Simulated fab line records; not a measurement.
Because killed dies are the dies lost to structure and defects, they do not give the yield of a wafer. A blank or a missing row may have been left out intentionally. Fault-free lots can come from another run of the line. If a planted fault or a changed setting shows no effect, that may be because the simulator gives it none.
8D (eight disciplines) problem report, filled in by code || flow gf180mcu || the parts of the form that need people (team, actions taken, sign-off) are left out

## 1. PROBLEM STATEMENT
HV_LDD_2_TW at GF_HV_LDD_TW_MEAS_23 reads a mean of 1137 on 6 wafers of 2 lots; wafers without a fault read 1056 with a standard deviation of 13. Relative to the usual mean, that is a shift of +6.2 standard deviations.
Earliest sighting: wafer L625.1 on film metro-03 at day 12 22:11. The record holds 36 wafers of 12 lots with a number at this step. Rule for "out" (also "out of limits"): further than 4 standard deviations from the usual mean. The rest of the wafers with a number are treated as sound.

## 2. WHAT THIS IS AND IS NOT
{"question": "which readings at this step", "is": "HV_LDD_2_TW", "is not": "-"}
{"question": "which lots", "is": "L625, L627", "is not": "L622, L623, L624, L626, L635, L636, L637, L638, L640, L641"}
{"question": "which wafers of those lots", "is": "all that have a number", "is not": "-"}
{"question": "read on which gauges", "is": "film metro-03, film metro-04", "is not": "film metro-01"}
{"question": "when", "is": "from day 12 22:11", "is not": "up to then (9 sound wafers); but 21 sound wafers of L626, L635, L636, L637, L638, L640, L641 came after"}

## 3. THE SUSPECTS, EACH WITH WHAT RULES IT OUT
Counting: a tool stays on the suspect list if, at a process step up to the reading, it processed all lots that are out and no sound lot following the first of them.
- the gauge at GF_HV_LDD_TW_MEAS_23: ruled out. The wafers that are out were read on 2 gauges (film metro-03, film metro-04).
- rie diel-02 at GF_POLY_GATE_ETCH_12 (etches BARC in N2/H2): ruled out as a lasting fault. Sound lots L626, L637, L638 ran on it after its first lot that is out, L625 (day 11 05:17).
- implanter-01 at GF_HV_LDD_IMPLANT_21: ruled out as a lasting fault. Sound lots L637, L641 ran on it after its first lot that is out, L625 (day 12 21:56).
Left after counting: nothing in the record.

## 4. THE CAUSE (what the simulator had put in)
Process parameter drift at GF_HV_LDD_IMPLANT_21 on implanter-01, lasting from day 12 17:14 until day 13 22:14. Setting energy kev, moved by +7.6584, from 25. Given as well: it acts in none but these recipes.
The count ruled it out by mistake, since the rule takes a fault to strike every lot its tool runs from the start of the fault on, and this one did not do so.

## 5. SEQUENCE OF EFFECTS, ordered by route
Each row: a reading where the mean over the struck wafers with a number is more than 3 standard deviations away from the usual. Readings are gone through only where the record gives a usual standard deviation; hours: the median, over the lots, of the time from a lot's start at the first step in this table giving one to that lot's start at this step; sigmas: the change measured in usual standard deviations.
{"hours": 0, "step": "GF_HV_LDD_IMPLANT_21", "reading": "beam energy keV", "usual": 25.000, "on struck wafers": 32.649, "change": "+7.649", "sigmas": "+99 or more"}
{"hours": 0, "step": "GF_HV_LDD_TW_MEAS_23", "reading": "HV_LDD_2_TW", "usual": 1056, "on struck wafers": 1137, "change": "+81", "sigmas": "+6.2"}
Its process steps:
- GF_HV_LDD_IMPLANT_21
At these later measuring or inspecting steps, every struck wafer for which the step has a row has a number for every such reading, and none has moved that far: GF_HV_LDD_CD_MEAS_31.

## 6. HOW IT WOULD HAVE BEEN CAUGHT EARLIER
The first out-of-limits reading at a measuring or inspecting step in this record came at day 12 22:11, 5 hours after the fault's start at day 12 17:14.
Tool's own readings at GF_HV_LDD_IMPLANT_21, beam energy keV: out on all struck wafers the step has rows for; an alarm limit on them would have tripped on the first.
